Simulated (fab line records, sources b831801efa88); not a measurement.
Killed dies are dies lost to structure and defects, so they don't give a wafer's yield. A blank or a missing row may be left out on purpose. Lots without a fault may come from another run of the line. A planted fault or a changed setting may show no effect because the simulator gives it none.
Chamber matching | flow sfq_line | SFQ_TRILAYER_A5C_DEP_PECVD_142 on pecvd-01: 3 sister chambers
The step deposits SiO2 from SiH4/N2O, time 15.556 s, target thk 70 nm. 6 wafers are shown with their chamber, then 7 later ones without.

WAFERS WITH THEIR CHAMBER
wafer  | chamber | heater_power_w (W) | throttle_valve_pct (%)
L568.3 | 1       | 99                 | 24.7
L582.1 | 2       | 61                 | 25.6
L582.3 | 0       | 93                 | 25.3
L582.5 | 1       | 98                 | 25.4
L581.3 | 2       | 53                 | 26.1
L581.4 | 0       | 86                 | 25.5

WAFERS WITHOUT THEIR CHAMBER
wafer  | heater_power_w (W) | throttle_valve_pct (%)
L581.6 | 102                | 25.2
L588.1 | 61                 | 26.5
L588.3 | 97                 | 25.8
L588.6 | 63                 | 26.4
L589.2 | 64                 | 26.2
L589.3 | 86                 | 25.7
L589.4 | 65                 | 26.4

WHICH CHAMBER EACH WENT THROUGH
wafer  | from the rows above     | in truth
L581.6 | 1                       | 1
L588.1 | 2                       | 2
L588.3 | can't be placed: 0 or 1 | 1
L588.6 | 2                       | 2
L589.2 | 2                       | 2
L589.3 | 0                       | 0
L589.4 | 2                       | 2
Placed correctly: 6 of 7. Can't be placed from these rows: 1 (the true chamber is among the candidates in 1). Placed wrongly: 0.
How it was worked out, from the rows above alone: a wafer's distance from a chamber is the root of the sum, over the readings, of the square of ((its reading less the chamber's mean) divided by the reading's scatter). The wafer belongs to the nearest chamber; if the next one is less than 2 further off, it can't be placed. A chamber's mean is the mean of its shown wafers. The scatter: the root of (the sum of the squares of (reading less its chamber's mean) over the shown wafers, divided by (wafers less chambers)).
